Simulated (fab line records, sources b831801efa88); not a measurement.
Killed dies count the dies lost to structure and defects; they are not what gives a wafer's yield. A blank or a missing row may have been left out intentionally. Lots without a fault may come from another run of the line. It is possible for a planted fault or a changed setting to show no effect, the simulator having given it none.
fab line records -- flow gf180mcu
record: lots: 13, wafers: 39, last_day: 34
route steps=602 shown MVSD@74 HV_LDD@183
lots untouched by any fault: they come from a run of this same line in which no faults occurred
start_h: hours from the record's opening day to when the first of the lot's shown wafers began -- wait_h: hours elapsed since this lot's preceding step -- " as in the row above -- L1.1+2: a row that stands for several wafers -- - no value, or no start was given -- * or withheld: withheld -- < > ~ a bound
route shown NAME@n: NAME is a module with steps in the file, n the number in the route of the first one -- usual: the fault-free wafers' mean and standard deviation -- same: alike in all rows -- chamber/n: place in a boat -- sites: the reading at each site -- _std_site: the values' standard deviation -- _edge_site: mean of outer sites minus mean of inner sites -- radius_mm: for every site, how far away it sits from the centre of the wafer -- mask NAME#n: copy n -- behind: tool/chamber where the wafer was last shaped -- hold: reason for holding the lot/hours on hold/outcome of the hold -- device: the n, p or np transistor that did not switch -- end of line: tests run on the same wafers once the route is complete -- where a step has no rows: the recipe by itself -- killed: the dies lost at the first sort to structure and to defects; this is not the yield of the wafer -- map: per-die view of a wafer (x killed, . not killed, _ where there is no die)
set.NAME: the setting as run; set.NAME@STEP: as run at that earlier step -- model.NAME: the simulator's own value behind a step, which no gauge read
a sample of lots followed through the steps of the route, with each step as a table and each wafer as a row
services: when a tool's chamber went out of use (start_h, in hours from the record's first day, below 0 if earlier), for how many hours, and the reason
== steps ==
step: GF_MVSD_IMPLANT_08
recipe: species: P, energy_kev: 400, dose_cm2: 1.6e+13, tilt_deg: 0
usual: dose_ions_cm2: 1.6e+13/1.7e+10, faraday_current_uA: 90.0/2, tilt_deg: -0.003/0.019
lot.wafer,tool,chamber,start_h,wait_h,dose_ions_cm2,faraday_current_uA,tilt_deg
L412.2,implanter-02,0,82.63,0.0,1.5984e+13,89.8,0.046
L412.3,implanter-02,0,82.63,0.0,1.6003e+13,92.1,0.005
L412.5,implanter-02,0,82.63,0.0,1.5998e+13,89.9,0.061
L413.1,implanter-04,0,89.18,0.0,1.5985e+13,87.5,0.006
L413.2,implanter-04,0,89.18,0.0,1.5984e+13,88.3,0.003
L413.3,implanter-04,0,89.18,0.0,1.6e+13,88.5,-0.023
L415.3,implanter-04,0,98.96,0.1,1.5988e+13,91.9,-0.009
L415.5,implanter-04,0,98.96,0.1,1.5995e+13,91.1,0.006
L415.6,implanter-04,0,98.96,0.1,1.5998e+13,90.5,-0.028
L416.1,implanter-04,0,107.06,0.0,1.5991e+13,93.2,-0.019
L416.2,implanter-04,0,107.06,0.0,1.6e+13,91.0,-0.036
L416.3,implanter-04,0,107.06,0.0,1.5985e+13,89.9,-0.012
L419.1,implanter-02,0,122.87,0.0,1.6001e+13,86.7,-0.006
L419.2,implanter-02,0,122.87,0.0,1.598e+13,91.3,0.014
L419.4,implanter-02,0,122.87,0.0,1.5986e+13,90.3,-0.024
L422.4,implanter-02,0,138.78,0.1,1.5972e+13,87.6,0.002
L422.5,implanter-02,0,138.78,0.1,1.5992e+13,90.6,0.002
L422.6,implanter-02,0,138.78,0.1,1.5993e+13,93.2,-0.005
L423.3,implanter-04,0,143.06,0.1,1.47e+13,82.4,0.026
L423.4,implanter-04,0,143.06,0.1,1.4715e+13,86.2,0.014
L423.6,implanter-04,0,143.06,0.1,1.469e+13,81.8,-0.008
L424.1,implanter-02,0,148.81,0.0,1.5981e+13,90.1,0.020
L424.2,implanter-02,0,148.81,0.0,1.6012e+13,90.8,-0.002
L424.3,implanter-02,0,148.81,0.0,1.6013e+13,90.2,-0.029
L425.3,implanter-04,0,155.61,0.1,1.473e+13,80.2,-0.011
L425.5,implanter-04,0,155.61,0.1,1.4718e+13,80.3,0.002
L425.6,implanter-04,0,155.61,0.1,1.4721e+13,82.5,-0.006
L430.2,implanter-03,0,196.63,0.0,1.601e+13,89.4,-0.029
L430.3,implanter-03,0,196.63,0.0,1.6006e+13,89.3,-0.006
L430.6,implanter-03,0,196.63,0.0,1.6023e+13,89.5,-0.004
L431.2,implanter-03,0,208.23,0.0,1.6013e+13,91.6,-0.015
L431.4,implanter-03,0,208.23,0.0,1.6005e+13,88.5,0.017
L431.5,implanter-03,0,208.23,0.0,1.6003e+13,91.8,0.003
L434.1,implanter-02,0,219.06,0.0,1.6001e+13,92.0,-0.008
L434.3,implanter-02,0,219.06,0.0,1.6013e+13,89.0,-0.009
L434.6,implanter-02,0,219.06,0.0,1.6005e+13,90.2,-0.005
L433.2,implanter-04,0,219.43,0.0,1.5991e+13,91.7,-0.010
L433.3,implanter-04,0,219.43,0.0,1.5988e+13,89.7,0.015
L433.5,implanter-04,0,219.43,0.0,1.6019e+13,87.3,0.009
step: GF_VT_IMPLANT_RS_MEAS_46
recipe: thk_meas_gauge: four-point-probe
usual: MVSD_RS: 456.6/1.4
lot.wafer,tool,chamber,start_h,wait_h,MVSD_RS[ohm/sq]
L412.2,film_metro-02,-,153.55,0.1,455.5
L412.3,film_metro-02,-,153.55,0.1,455.4
L412.5,film_metro-02,-,153.55,0.1,455.8
L413.1,film_metro-03,-,159.78,0.1,453.9
L413.2,film_metro-03,-,159.78,0.1,455.2
L413.3,film_metro-03,-,159.78,0.1,456.3
L415.3,film_metro-02,-,173.27,0.1,457.8
L415.5,film_metro-02,-,173.27,0.1,459.2
L415.6,film_metro-02,-,173.27,0.1,457.7
L416.1,film_metro-04,-,181.17,0.1,457.6
L416.2,film_metro-04,-,181.17,0.1,457.4
L416.3,film_metro-04,-,181.17,0.1,457.4
L419.1,film_metro-03,-,199.78,0.2,456.0
L419.2,film_metro-03,-,199.78,0.2,456.3
L419.4,film_metro-03,-,199.78,0.2,457.1
L422.4,film_metro-04,-,218.99,0.1,457.3
L422.5,film_metro-04,-,218.99,0.1,457.6
L422.6,film_metro-04,-,218.99,0.1,457.6
L423.3,film_metro-02,-,227.12,0.1,480.3
L423.4,film_metro-02,-,227.12,0.1,480.0
L423.6,film_metro-02,-,227.12,0.1,478.1
L424.1,film_metro-03,-,234.18,0.1,455.3
L424.2,film_metro-03,-,234.18,0.1,454.5
L424.3,film_metro-03,-,234.18,0.1,455.1
L425.3,film_metro-04,-,241.52,0.1,475.2
L425.5,film_metro-04,-,241.52,0.1,474.7
L425.6,film_metro-04,-,241.52,0.1,476.1
L430.2,film_metro-02,-,291.10,0.1,454.7
L430.3,film_metro-02,-,291.10,0.1,456.0
L430.6,film_metro-02,-,291.10,0.1,454.9
L431.2,film_metro-04,-,305.20,0.1,456.9
L431.4,film_metro-04,-,305.20,0.1,457.1
L431.5,film_metro-04,-,305.20,0.1,457.8
L434.1,film_metro-04,-,316.41,0.1,455.1
L434.3,film_metro-04,-,316.41,0.1,454.8
L434.6,film_metro-04,-,316.41,0.1,454.4
L433.2,film_metro-02,-,316.73,0.1,458.0
L433.3,film_metro-02,-,316.73,0.1,455.7
L433.5,film_metro-02,-,316.73,0.1,456.6
step: GF_HV_LDD_CD_MEAS_07
recipe: target_cd_nm: 400
usual: cd_nm: 400.0/2.6
lot.wafer,tool,chamber,start_h,wait_h,cd_nm
L412.2,cd_sem-01,-,213.64,0.1,399.2
L412.3,cd_sem-01,-,213.64,0.1,398.0
L412.5,cd_sem-01,-,213.64,0.1,395.8
L413.1,cd_sem-02,-,220.29,0.1,401.7
L413.2,cd_sem-02,-,220.29,0.1,401.5
L413.3,cd_sem-02,-,220.29,0.1,401.2
L415.3,cd_sem-02,-,237.02,0.1,398.9
L415.5,cd_sem-02,-,237.02,0.1,398.1
L415.6,cd_sem-02,-,237.02,0.1,398.1
L416.1,cd_sem-01,-,246.28,0.1,395.5
L416.2,cd_sem-01,-,246.28,0.1,397.5
L416.3,cd_sem-01,-,246.28,0.1,399.2
L419.1,cd_sem-01,-,260.19,0.1,398.8
L419.2,cd_sem-01,-,260.19,0.1,396.1
L419.4,cd_sem-01,-,260.19,0.1,397.2
L422.4,cd_sem-02,-,281.54,0.1,399.3
L422.5,cd_sem-02,-,281.54,0.1,395.9
L422.6,cd_sem-02,-,281.54,0.1,399.2
L423.3,cd_sem-02,-,289.86,0.1,405.4
L423.4,cd_sem-02,-,289.86,0.1,406.7
L423.6,cd_sem-02,-,289.86,0.1,404.6
L424.1,cd_sem-02,-,306.19,0.1,404.5
L424.2,cd_sem-02,-,306.19,0.1,404.3
L424.3,cd_sem-02,-,306.19,0.1,406.0
L425.3,cd_sem-01,-,307.13,0.1,396.9
L425.5,cd_sem-01,-,307.13,0.1,398.6
L425.6,cd_sem-01,-,307.13,0.1,396.1
L430.2,cd_sem-02,-,365.16,0.1,402.4
L430.3,cd_sem-02,-,365.16,0.1,401.7
L430.6,cd_sem-02,-,365.16,0.1,401.0
L431.2,cd_sem-01,-,379.74,0.1,395.3
L431.4,cd_sem-01,-,379.74,0.1,394.1
L431.5,cd_sem-01,-,379.74,0.1,395.8
L434.1,cd_sem-01,-,396.32,0.1,402.4
L434.3,cd_sem-01,-,396.32,0.1,402.0
L434.6,cd_sem-01,-,396.32,0.1,401.8
L433.2,cd_sem-01,-,397.15,0.1,399.9
L433.3,cd_sem-01,-,397.15,0.1,398.7
L433.5,cd_sem-01,-,397.15,0.1,399.5
step: GF_HV_LDD_OVL_MEAS_08
usual: HV_LDD_OVL: 0.7/1.2
lot.wafer,tool,chamber,start_h,wait_h,HV_LDD_OVL[nm]
L412.2,overlay-02,-,213.75,0.1,3.0
L412.3,overlay-02,-,213.75,0.1,0.4
L412.5,overlay-02,-,213.75,0.1,0.2
L413.1,overlay-02,-,220.41,0.1,2.3
L413.2,overlay-02,-,220.41,0.1,1.1
L413.3,overlay-02,-,220.41,0.1,1.3
L415.3,overlay-01,-,237.11,0.1,-1.3
L415.5,overlay-01,-,237.11,0.1,1.5
L415.6,overlay-01,-,237.11,0.1,0.0
L416.1,overlay-02,-,246.40,0.1,0.3
L416.2,overlay-02,-,246.40,0.1,-0.4
L416.3,overlay-02,-,246.40,0.1,0.8
L419.1,overlay-01,-,260.31,0.1,-0.1
L419.2,overlay-01,-,260.31,0.1,2.6
L419.4,overlay-01,-,260.31,0.1,1.4
L422.4,overlay-01,-,281.62,0.1,2.0
L422.5,overlay-01,-,281.62,0.1,2.0
L422.6,overlay-01,-,281.62,0.1,1.7
L423.3,overlay-02,-,289.95,0.1,-0.3
L423.4,overlay-02,-,289.95,0.1,1.1
L423.6,overlay-02,-,289.95,0.1,-0.6
L424.1,overlay-01,-,306.31,0.1,1.8
L424.2,overlay-01,-,306.31,0.1,2.0
L424.3,overlay-01,-,306.31,0.1,1.0
L425.3,overlay-02,-,307.22,0.1,1.7
L425.5,overlay-02,-,307.22,0.1,0.8
L425.6,overlay-02,-,307.22,0.1,1.3
L430.2,overlay-01,-,365.26,0.1,-1.0
L430.3,overlay-01,-,365.26,0.1,1.4
L430.6,overlay-01,-,365.26,0.1,-0.4
L431.2,overlay-01,-,379.84,0.1,-1.2
L431.4,overlay-01,-,379.84,0.1,0.7
L431.5,overlay-01,-,379.84,0.1,0.9
L434.1,overlay-02,-,396.44,0.1,0.7
L434.3,overlay-02,-,396.44,0.1,-0.1
L434.6,overlay-02,-,396.44,0.1,1.8
L433.2,overlay-02,-,397.26,0.1,1.1
L433.3,overlay-02,-,397.26,0.1,0.5
L433.5,overlay-02,-,397.26,0.1,1.4
step: GF_HV_LDD_STRIP_10
recipe: chemistry: O2/N2, power_w: 1400, pressure_mtorr: 1500, platen_temp_c: 250, o2_flow_sccm: 3000, n2_flow_sccm: 300, overash_fraction: 0.5
usual: drypump_motor_current_A: 5.5/0.51, heater_power_w: 346/32, oes_product_au: 0.716/0.0044, strip_time_to_endpoint_s: 12.62/0.036
lot.wafer,tool,chamber,start_h,wait_h,drypump_motor_current_A,heater_power_w,oes_product_au,rf_hours_counter_h,strip_time_to_endpoint_s
L412.2,plasma_asher-03,0,213.93,0.1,5.5,373,0.720,43,12.67
L412.3,plasma_asher-03,1,213.93,0.1,5.2,317,0.709,-,12.66
L412.5,plasma_asher-03,1,213.93,0.1,5.2,318,0.720,-,12.68
L413.1,plasma_asher-04,1,220.59,0.1,4.8,403,0.718,53,12.64
L413.2,plasma_asher-04,0,220.59,0.1,6.3,336,0.712,53,12.63
L413.3,plasma_asher-04,1,220.59,0.1,4.8,403,0.719,-,12.66
L415.3,plasma_asher-03,0,237.32,0.1,5.5,364,0.714,-,12.66
L415.5,plasma_asher-03,1,237.32,0.1,5.2,316,0.709,-,12.68
L415.6,plasma_asher-03,0,237.32,0.1,5.5,372,0.720,-,12.65
L416.1,plasma_asher-03,0,246.59,0.1,5.5,368,0.716,47,12.61
L416.2,plasma_asher-03,1,246.59,0.1,5.3,311,0.729,47,12.65
L416.3,plasma_asher-03,1,246.59,0.1,5.2,319,0.714,-,12.60
L419.1,plasma_asher-03,0,260.49,0.1,5.5,374,0.720,48,12.61
L419.2,plasma_asher-03,1,260.49,0.1,5.3,322,0.715,48,12.59
L419.4,plasma_asher-03,1,260.49,0.1,5.3,322,0.718,-,12.60
L422.4,plasma_asher-02,1,281.82,0.1,5.9,314,0.715,-,12.66
L422.5,plasma_asher-02,1,281.82,0.1,5.9,309,0.714,-,12.61
L422.6,plasma_asher-02,0,281.82,0.1,5.2,341,0.717,-,12.61
L423.3,plasma_asher-04,1,290.16,0.1,4.8,404,0.718,-,12.66
L423.4,plasma_asher-04,0,290.16,0.1,6.3,335,0.714,-,12.62
L423.6,plasma_asher-04,0,290.16,0.1,6.3,335,0.724,-,12.63
L424.1,plasma_asher-02,1,306.49,0.1,5.9,313,0.719,19,12.58
L424.2,plasma_asher-02,0,306.49,0.1,5.2,332,0.714,19,12.57
L424.3,plasma_asher-02,1,306.49,0.1,5.9,312,0.707,-,12.59
L425.3,plasma_asher-04,1,307.43,0.1,4.8,402,0.713,-,12.68
L425.5,plasma_asher-04,1,307.43,0.1,4.8,406,0.722,-,12.65
L425.6,plasma_asher-04,0,307.43,0.1,6.3,329,0.719,-,12.65
L430.2,plasma_asher-03,1,365.44,0.1,5.3,324,0.725,59,12.66
L430.3,plasma_asher-03,0,365.44,0.1,5.5,368,0.708,-,12.64
L430.6,plasma_asher-03,1,365.44,0.1,5.2,315,0.710,-,12.64
L431.2,plasma_asher-04,0,380.02,0.1,6.3,330,0.712,70,12.60
L431.4,plasma_asher-04,1,380.02,0.1,4.8,402,0.716,-,12.55
L431.5,plasma_asher-04,1,380.02,0.1,4.8,395,0.724,-,12.59
L434.1,plasma_asher-03,1,396.62,0.1,5.2,318,0.721,61,12.64
L434.3,plasma_asher-03,1,396.62,0.1,5.2,308,0.715,-,12.61
L434.6,plasma_asher-03,1,396.62,0.1,5.3,320,0.710,-,12.65
L433.2,plasma_asher-02,1,397.44,0.1,5.9,325,0.720,29,12.65
L433.3,plasma_asher-02,1,397.44,0.1,5.9,317,0.722,-,12.58
L433.5,plasma_asher-02,1,397.44,0.1,5.9,309,0.710,-,12.57
== services ==
tool,chamber,start_h,hours,kind
implanter-03,-,73.04,20.9,pm
plasma_asher-03,-,79.74,4.7,repair
plasma_asher-02,-,108.75,9.0,pm
implanter-04,-,109.46,8.2,pm
implanter-03,-,114.06,2.4,pm
plasma_asher-04,-,150.87,0.3,repair
implanter-04,-,173.44,2.4,repair
plasma_asher-04,-,183.34,4.3,repair
plasma_asher-04,-,185.01,2.1,repair
implanter-02,-,204.78,1.2,repair
implanter-03,-,211.36,5.7,repair
implanter-02,-,216.70,2.2,pm
plasma_asher-02,-,220.09,14.6,pm
implanter-02,-,236.71,0.6,repair
implanter-03,-,243.46,4.7,repair
implanter-03,-,252.93,2.2,repair
plasma_asher-02,-,262.83,1.6,repair
plasma_asher-03,-,281.20,7.0,repair
plasma_asher-04,-,298.60,0.3,repair
implanter-03,-,301.53,4.3,pm
implanter-02,-,308.93,1.4,repair
plasma_asher-02,-,312.78,3.6,repair
implanter-02,-,358.64,3.8,pm
plasma_asher-03,-,375.55,15.6,pm
== key ==
first_sign: step: GF_MVSD_IMPLANT_08, reading: dose_ions_cm2, direction: down, sigmas: 76, usual: 1.6e+13, struck: 1.4712e+13
effect: step: GF_MVSD_IMPLANT_08, reading: faraday_current_uA, direction: down, sigmas: 3.9, usual: 90.0, struck: 82.2
effect: step: GF_VT_IMPLANT_RS_MEAS_46, reading: MVSD_RS, direction: up, sigmas: 15, usual: 456.6, struck: 477.4
met_at GF_MVSD_IMPLANT_08
struck_lots L423,L425
tester_left_out L423,L425
not_acting_at GF_HV_LDD_CD_MEAS_07,GF_HV_LDD_OVL_MEAS_08,GF_HV_LDD_STRIP_10
onset_between 107.06 143.06
fault: kind: process_parameter_drift, tool: implanter-04, chamber: -, onset_h: 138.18, steps: GF_MVSD_IMPLANT_08, channel: dose_cm2, offset: -1.2922e+12, shape: step, end_h: 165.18, acts_in: these_recipes_only, stated: 1.6e+13
tester_left_out: of these lots the tester's yield and bins aren't shown, on N5 and GAA mostly nor the transistor test; their killed dies are dies lost to structure and defects alone, not to doping, threshold or leakage, so they don't give the yield
